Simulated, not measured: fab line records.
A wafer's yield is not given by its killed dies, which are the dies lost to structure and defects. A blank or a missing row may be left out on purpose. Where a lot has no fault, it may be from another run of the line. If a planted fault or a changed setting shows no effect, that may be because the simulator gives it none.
fab line records    flow gf180mcu
[record] lots = 13  wafers = 39  lastDay = 34
route steps=602 shown M4@473 MIM@505 TOP_METAL@583
lots that met no fault: taken from a fault-free run of the same line
startH: hours from the record's first day to the start of the lot's first wafer shown    waitH: hours elapsed since this lot's preceding step    " as in the row above    L1.1+2: several wafers, shown together as one row    - no value, or no start given    * or withheld: withheld    < > ~ a bound
route shown NAME@n: names a module that has steps shown in the file, with the first one's number in the route    usual: mean/standard deviation of fault-free wafers    same: alike in all rows    chamber/n: place in a boat    sites: readings site by site    _std_site: standard deviation across them    _edge_site: mean of outer sites minus mean of inner sites    radiusMm: how far each site lies from the wafer's centre    mask NAME#n: copy n    behind: the most recent tool/chamber to have shaped the wafer    hold: what put the lot on hold/how long, in hours/how the hold closed    device: which transistor (n, p or np) failed to switch    end of line: the route-end tests of the same wafers    a step without rows: its recipe alone    killed: not the wafer's yield, but the dies lost to structure and defects at the first sort    map: a wafer's dies, x killed, . not, _ none there
set.NAME: the run value of the setting; set.NAME@STEP: its run value at that earlier step    model.NAME: the simulator's own value behind a step, which no gauge read
route steps across a sampled set of lots; one table per step, one row per wafer
services: the hour from which a tool's chamber was out of use, counted from the record's first day as startH (under 0 if before that day), plus the number of hours and why
[[steps]]
[step GF_M4_STRIP_17]
[recipe] chemistry = O2/N2  powerW = 1400  pressureMtorr = 1500  platenTempC = 250  o2FlowSccm = 3000  n2FlowSccm = 300  overashFraction = 0.5
[usual] drypumpMotorCurrentA = 5.8/0.32  heaterPowerW = 360/33  oesProductAu = 0.557/0.0046  stripTimeToEndpointS = 7.86/0.041
lot.wafer  tool            chamber  startH  waitH  drypumpMotorCurrentA  heaterPowerW  oesProductAu  rfHoursCounterH  stripTimeToEndpointS
L700.2     plasmaAsher-03  1        546.22  0.1    6.0                   356           0.551         46               7.81
L700.3     "               1        "       "      6.0                   356           0.557         -                7.84
L700.5     "               0        "       "      5.1                   401           0.550         -                7.82
L703.1     plasmaAsher-02  0        570.12  0.1    6.0                   348           0.551         15               7.82
L703.2     "               1        "       "      5.6                   411           0.551         15               7.85
L703.4     "               1        "       "      5.6                   412           0.560         -                7.85
L704.1     plasmaAsher-04  1        576.53  0.2    6.1                   324           0.567         93               7.86
L704.5     "               0        "       "      6.0                   343           0.560         -                7.87
L704.6     "               1        "       "      6.1                   334           0.559         -                7.88
L706.3     plasmaAsher-04  1        587.93  0.1    6.1                   330           0.558         -                7.85
L706.4     "               0        "       "      5.9                   337           0.553         -                7.84
L706.6     "               0        "       "      5.9                   347           0.561         -                7.87
L707.1     plasmaAsher-04  1        597.51  0.2    6.1                   330           0.563         96               7.94
L707.4     "               0        "       "      5.9                   339           0.560         -                7.92
L707.6     "               1        "       "      6.0                   323           0.564         -                7.94
L708.2     plasmaAsher-04  0        604.07  0.1    5.9                   330           0.551         97               7.80
L708.3     "               0        "       "      5.9                   339           0.557         -                7.83
L708.5     "               1        "       "      6.1                   329           0.555         -                7.84
L709.3     plasmaAsher-03  1        609.88  0.1    6.0                   361           0.551         -                7.85
L709.5     "               0        "       "      5.1                   406           0.552         -                7.79
L709.6     "               1        "       "      5.9                   364           0.553         -                7.83
L711.3     plasmaAsher-04  0        625.03  0.1    5.9                   338           0.557         -                7.97
L711.5     "               0        "       "      6.0                   338           0.569         -                7.96
L711.6     "               1        "       "      6.1                   328           0.561         -                7.91
L716.1     plasmaAsher-04  0        669.45  0.1    5.9                   341           0.559         104              7.81
L716.2     "               1        "       "      6.1                   329           0.550         104              7.84
L716.3     "               1        "       "      6.1                   333           0.554         -                7.81
L719.1     plasmaAsher-02  0        688.82  0.1    6.0                   329           0.554         27               7.85
L719.2     "               1        "       "      5.6                   419           0.557         27               7.90
L719.6     "               1        "       "      5.6                   407           0.559         -                7.90
L721.1     plasmaAsher-02  1        695.30  0.1    5.6                   408           0.559         28               7.87
L721.3     "               0        "       "      6.0                   336           0.558         -                7.94
L721.4     "               1        "       "      5.6                   414           0.567         -                7.93
L722.3     plasmaAsher-02  1        700.94  0.1    5.6                   407           0.552         -                7.88
L722.4     "               0        "       "      6.0                   338           0.557         -                7.84
L722.6     "               1        "       "      5.6                   413           0.557         -                7.87
L723.4     plasmaAsher-02  0        711.40  0.1    6.1                   335           0.561         -                7.90
L723.5     "               1        "       "      5.6                   422           0.556         -                7.90
L723.6     "               0        "       "      6.1                   339           0.562         -                7.92
[step GF_MIM_SPUTTER_02]
[recipe] material = AlCu  targetThkNm = 450  powerW = 10600  timeS = 23.9  chamberPressurePa = 0.4
[usual] throttleValvePct = 30.2/0.77
lot.wafer  tool           chamber  startH  waitH  throttleValvePct
L700.2     pvdSputter-02  -        571.15  0.0    30.0
L700.3     "              -        "       "      30.5
L700.5     "              -        "       "      30.6
L703.1     pvdSputter-01  -        594.46  0.0    30.5
L703.2     "              -        "       "      29.6
L703.4     "              -        "       "      30.3
L704.1     pvdSputter-02  -        600.27  0.0    30.2
L704.5     "              -        "       "      29.4
L704.6     "              -        "       "      30.6
L706.3     pvdSputter-03  -        612.01  0.0    31.4
L706.4     "              -        "       "      29.9
L706.6     "              -        "       "      31.6
L707.1     pvdSputter-01  -        620.97  0.0    28.9
L707.4     "              -        "       "      30.0
L707.6     "              -        "       "      29.3
L708.2     pvdSputter-01  -        627.59  0.0    29.5
L708.3     "              -        "       "      30.2
L708.5     "              -        "       "      29.5
L709.3     pvdSputter-03  -        632.27  0.0    31.1
L709.5     "              -        "       "      30.0
L709.6     "              -        "       "      31.1
L711.3     pvdSputter-01  -        647.62  0.0    29.4
L711.5     "              -        "       "      30.3
L711.6     "              -        "       "      30.3
L716.1     pvdSputter-02  -        689.84  0.0    29.3
L716.2     "              -        "       "      30.3
L716.3     "              -        "       "      30.9
L719.1     pvdSputter-01  -        709.42  0.0    29.6
L719.2     "              -        "       "      30.2
L719.6     "              -        "       "      30.2
L721.1     pvdSputter-03  -        715.81  0.0    31.1
L721.3     "              -        "       "      29.9
L721.4     "              -        "       "      31.5
L722.3     pvdSputter-02  -        721.53  0.0    29.5
L722.4     "              -        "       "      30.1
L722.6     "              -        "       "      29.9
L723.4     pvdSputter-01  -        731.83  0.0    30.0
L723.5     "              -        "       "      29.1
L723.6     "              -        "       "      29.7
[step GF_MIM_RS_MEAS_10]
[recipe] thkMeasGauge = four-point-probe  reads = TiN_of_MIM_SPUTTER_09+AlCu_of_MIM_SPUTTER_08+TiN_of_MIM_SPUTTER_07
[usual] MIM_ALCU_RS = 0.1608/0.0016
lot.wafer  tool          chamber  startH  waitH  MIM_ALCU_RS[ohm/sq]
L700.2     filmMetro-04  -        571.45  0.0    0.1581
L700.3     "             -        "       "      0.1586
L700.5     "             -        "       "      0.1587
L703.1     filmMetro-04  -        594.75  0.0    0.1569
L703.2     "             -        "       "      0.1575
L703.4     "             -        "       "      0.1572
L704.1     filmMetro-01  -        600.55  0.0    0.1620
L704.5     "             -        "       "      0.1602
L704.6     "             -        "       "      0.1599
L706.3     filmMetro-01  -        612.33  0.1    0.1624
L706.4     "             -        "       "      0.1607
L706.6     "             -        "       "      0.1596
L707.1     filmMetro-01  -        621.25  0.0    0.1592
L707.4     "             -        "       "      0.1591
L707.6     "             -        "       "      0.1581
L708.2     filmMetro-03  -        627.89  0.0    0.1597
L708.3     "             -        "       "      0.1604
L708.5     "             -        "       "      0.1601
L709.3     filmMetro-01  -        632.59  0.1    0.1598
L709.5     "             -        "       "      0.1602
L709.6     "             -        "       "      0.1594
L711.3     filmMetro-01  -        647.95  0.1    0.1590
L711.5     "             -        "       "      0.1614
L711.6     "             -        "       "      0.1611
L716.1     filmMetro-04  -        690.12  0.0    0.1632
L716.2     "             -        "       "      0.1633
L716.3     "             -        "       "      0.1615
L719.1     filmMetro-03  -        709.70  0.0    0.1633
L719.2     "             -        "       "      0.1621
L719.6     "             -        "       "      0.1619
L721.1     filmMetro-04  -        716.09  0.0    0.1597
L721.3     "             -        "       "      0.1601
L721.4     "             -        "       "      0.1612
L722.3     filmMetro-04  -        721.86  0.1    0.1604
L722.4     "             -        "       "      0.1615
L722.6     "             -        "       "      0.1623
L723.4     filmMetro-01  -        732.17  0.1    0.1596
L723.5     "             -        "       "      0.1608
L723.6     "             -        "       "      0.1620
[step GF_TOP_METAL_METAL_ETCH_16]
[recipe] chemistry = Cl2/BCl3  maskMaterial = NOVOLAK  targetDepthNm = 1077.5  stopOn = SiO2  pressureMtorr = 8  icpW = 800  biasW = 140  Cl2_flow_sccm = 80  bcl3FlowSccm = 40  timeS = 179.6
[usual] drypumpMotorCurrentA = 5.76/0.23  oesProductAu = 0.965/0.0069  rfFwdPowerW = 797.2/2.6  throttleValvePct = 28.258/0.01
lot.wafer  tool         chamber  startH  waitH  drypumpMotorCurrentA  oesProductAu  rfFwdPowerW  rfHoursCounterH  throttleValvePct
L700.2     rieMetal-02  0        657.94  0.0    5.71                  0.969         793.3        12               28.247
L700.3     "            1        "       "      5.67                  0.977         800.0        -                28.251
L700.5     "            0        "       "      5.72                  0.966         795.1        -                28.268
L703.1     rieMetal-01  0        675.21  0.0    5.39                  0.954         799.8        11               28.243
L703.2     "            1        "       "      6.40                  0.962         798.1        3                28.253
L703.4     "            1        "       "      6.42                  0.953         796.2        -                28.256
L704.1     rieMetal-02  0        681.49  0.0    5.72                  0.954         796.2        14               28.276
L704.5     "            0        "       "      5.74                  0.963         793.6        -                28.261
L704.6     "            0        "       "      5.72                  0.960         795.5        -                28.265
L706.3     rieMetal-04  0        694.10  0.1    5.86                  0.964         796.6        -                28.244
L706.4     "            1        "       "      5.63                  0.968         798.9        -                28.253
L706.6     "            0        "       "      5.84                  0.969         802.0        -                28.257
L707.1     rieMetal-02  0        699.39  0.0    5.73                  0.965         792.9        15               28.260
L707.4     "            0        "       "      5.73                  0.961         795.3        -                28.260
L707.6     "            0        "       "      5.73                  0.971         795.2        -                28.254
L708.2     rieMetal-04  0        713.33  0.1    5.80                  0.963         799.1        -                28.249
L708.3     "            0        "       "      5.80                  0.966         794.3        -                28.242
L708.5     "            0        "       "      5.80                  0.971         796.7        -                28.273
L709.3     rieMetal-02  0        714.03  0.1    5.76                  0.961         795.7        -                28.265
L709.5     "            0        "       "      5.74                  0.961         794.1        -                28.254
L709.6     "            0        "       "      5.76                  0.951         796.9        -                28.264
L711.3     rieMetal-02  0        723.63  0.1    5.73                  0.964         801.3        -                28.260
L711.5     "            0        "       "      5.74                  0.975         799.0        -                28.243
L711.6     "            0        "       "      5.73                  0.972         798.4        -                28.251
L716.1     rieMetal-01  1        761.99  0.0    6.39                  0.963         797.8        5                28.259
L716.2     "            0        "       "      5.36                  0.971         801.9        13               28.248
L716.3     "            1        "       "      6.39                  0.957         794.1        -                28.257
L719.1     rieMetal-04  0        778.59  0.0    5.85                  0.916         668.7        10               28.320
L719.2     "            1        "       "      5.62                  0.959         797.9        2                28.267
L719.6     "            0        "       "      5.87                  0.904         669.5        -                28.307
L721.1     rieMetal-02  0        786.24  0.0    5.73                  0.969         798.5        23               28.248
L721.3     "            0        "       "      5.73                  0.963         800.5        -                28.239
L721.4     "            0        "       "      5.75                  0.966         803.6        -                28.257
L722.3     rieMetal-01  1        790.22  0.1    6.42                  0.962         794.5        -                28.241
L722.4     "            0        "       "      5.35                  0.975         798.6        -                28.258
L722.6     "            1        "       "      6.42                  0.964         793.7        -                28.246
L723.4     rieMetal-02  0        800.97  0.2    5.73                  0.964         798.3        -                28.247
L723.5     "            0        "       "      5.73                  0.968         796.9        -                28.256
L723.6     "            0        "       "      5.70                  0.972         799.0        -                28.248
[step GF_TOP_METAL_STRIP_17]
[recipe] chemistry = O2/N2  powerW = 1400  pressureMtorr = 1500  platenTempC = 250  o2FlowSccm = 3000  n2FlowSccm = 300  overashFraction = 0.5
[usual] drypumpMotorCurrentA = 5.7/0.31  heaterPowerW = 344/31  oesProductAu = 0.711/0.0043  stripTimeToEndpointS = 13.47/0.06
lot.wafer  tool            chamber  startH  waitH  drypumpMotorCurrentA  heaterPowerW  oesProductAu  rfHoursCounterH  stripTimeToEndpointS
L700.2     plasmaAsher-01  0        658.18  0.2    5.3                   353           0.712         87               13.45
L700.3     "               0        "       "      5.3                   358           0.712         -                13.44
L700.5     "               1        "       "      5.4                   303           0.712         -                13.49
L703.1     plasmaAsher-04  1        675.38  0.1    6.1                   327           0.711         105              13.54
L703.2     "               0        "       "      6.0                   337           0.708         105              13.46
L703.4     "               1        "       "      6.1                   340           0.713         -                13.45
L704.1     plasmaAsher-04  1        681.84  0.3    6.1                   335           0.713         106              13.50
L704.5     "               1        "       "      6.1                   328           0.714         -                13.43
L704.6     "               0        "       "      5.9                   339           0.707         -                13.47
L706.3     plasmaAsher-01  1        694.25  0.1    5.3                   316           0.722         -                13.36
L706.4     "               0        "       "      5.3                   363           0.704         -                13.43
L706.6     "               0        "       "      5.3                   353           0.719         -                13.41
L707.1     plasmaAsher-01  0        699.74  0.3    5.4                   361           0.716         92               13.45
L707.4     "               1        "       "      5.4                   314           0.712         -                13.45
L707.6     "               0        "       "      5.4                   350           0.711         -                13.42
L708.2     plasmaAsher-01  1        713.62  0.2    5.4                   306           0.714         93               13.49
L708.3     "               1        "       "      5.4                   311           0.708         -                13.51
L708.5     "               1        "       "      5.4                   299           0.717         -                13.51
L709.3     plasmaAsher-02  0        714.29  0.2    6.0                   331           0.708         -                13.51
L709.5     "               0        "       "      6.0                   338           0.709         -                13.49
L709.6     "               1        "       "      5.6                   413           0.704         -                13.46
L711.3     plasmaAsher-01  0        723.89  0.2    5.3                   361           0.706         -                13.56
L711.5     "               1        "       "      5.4                   308           0.712         -                13.50
L711.6     "               0        "       "      5.3                   357           0.719         -                13.54
L716.1     plasmaAsher-04  0        762.17  0.1    6.0                   338           0.709         2                13.55
L716.2     "               1        "       "      6.1                   322           0.715         2                13.53
L716.3     "               1        "       "      6.0                   328           0.715         -                13.60
L719.1     plasmaAsher-04  1        778.77  0.1    6.1                   323           0.714         4                14.20
L719.2     "               0        "       "      5.9                   339           0.708         4                13.44
L719.6     "               1        "       "      6.0                   324           0.713         -                14.21
L721.1     plasmaAsher-04  1        786.59  0.3    6.1                   325           0.713         5                13.47
L721.3     "               1        "       "      6.1                   317           0.717         -                13.43
L721.4     "               0        "       "      6.0                   334           0.707         -                13.42
L722.3     plasmaAsher-02  0        790.37  0.1    6.1                   349           0.715         -                13.34
L722.4     "               1        "       "      5.6                   405           0.713         -                13.37
L722.6     "               1        "       "      5.6                   405           0.705         -                13.33
L723.4     plasmaAsher-02  1        801.17  0.1    5.6                   415           0.711         -                13.52
L723.5     "               1        "       "      5.6                   411           0.714         -                13.49
L723.6     "               0        "       "      6.1                   326           0.709         -                13.45
[[services]]
tool            chamber  startH  hours  kind
rieMetal-02     1        526.53  13.0   repair
rieMetal-01     -        528.90  0.3    repair
plasmaAsher-03  -        564.79  24.4   repair
plasmaAsher-02  -        587.21  10.3   repair
rieMetal-02     1        591.14  11.5   repair
pvdSputter-01   -        593.20  0.5    repair
plasmaAsher-02  -        600.36  2.2    repair
rieMetal-04     0        602.49  1.8    repair
plasmaAsher-03  -        603.25  4.9    repair
plasmaAsher-02  -        634.87  2.8    pm
rieMetal-04     -        671.87  4.3    pm
rieMetal-02     -        702.60  0.8    repair
rieMetal-01     -        705.21  14.6   pm
plasmaAsher-02  -        714.84  14.6   pm
rieMetal-04     1        723.80  13.1   repair
plasmaAsher-04  -        733.75  9.0    pm
plasmaAsher-04  0        733.75  9.0    ventCycle
plasmaAsher-04  1        733.75  9.0    ventCycle
plasmaAsher-04  0        742.75  -      clean
plasmaAsher-04  1        742.75  -      clean
pvdSputter-01   -        744.17  4.9    repair
plasmaAsher-01  -        752.93  7.2    repair
pvdSputter-03   -        767.41  0.5    repair
rieMetal-01     -        788.38  0.3    repair
[[key]]
[firstSign] step = GF_TOP_METAL_METAL_ETCH_16  reading = rfFwdPowerW  direction = down  sigmas = 50  usual = 797.2  struck = 669.1
[effect] step = GF_TOP_METAL_METAL_ETCH_16  reading = oesProductAu  direction = down  sigmas = 8  usual = 0.965  struck = 0.910
[effect] step = GF_TOP_METAL_STRIP_17  reading = stripTimeToEndpointS  direction = up  sigmas = 12  usual = *  struck = *
metAt GF_TOP_METAL_METAL_ETCH_16
struckLots L719
struckWafers L719.1,L719.6
sortLeftOut L719.1,L719.6
notActingAt GF_M4_STRIP_17,GF_MIM_SPUTTER_02,GF_MIM_RS_MEAS_10
onsetBetween 713.33 778.59
[fault] kind = processParameterDrift  tool = rieMetal-04  chamber = 0  onsetH = 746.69  steps = GF_TOP_METAL_METAL_ETCH_16  channel = icpW  offset = -128  shape = step  endH = 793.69  actsIn = theseRecipesOnly  stated = 800
// sortLeftOut: the simulated sort isn't trusted on such a fault, so these wafers' sort isn't shown, and their yield isn't known
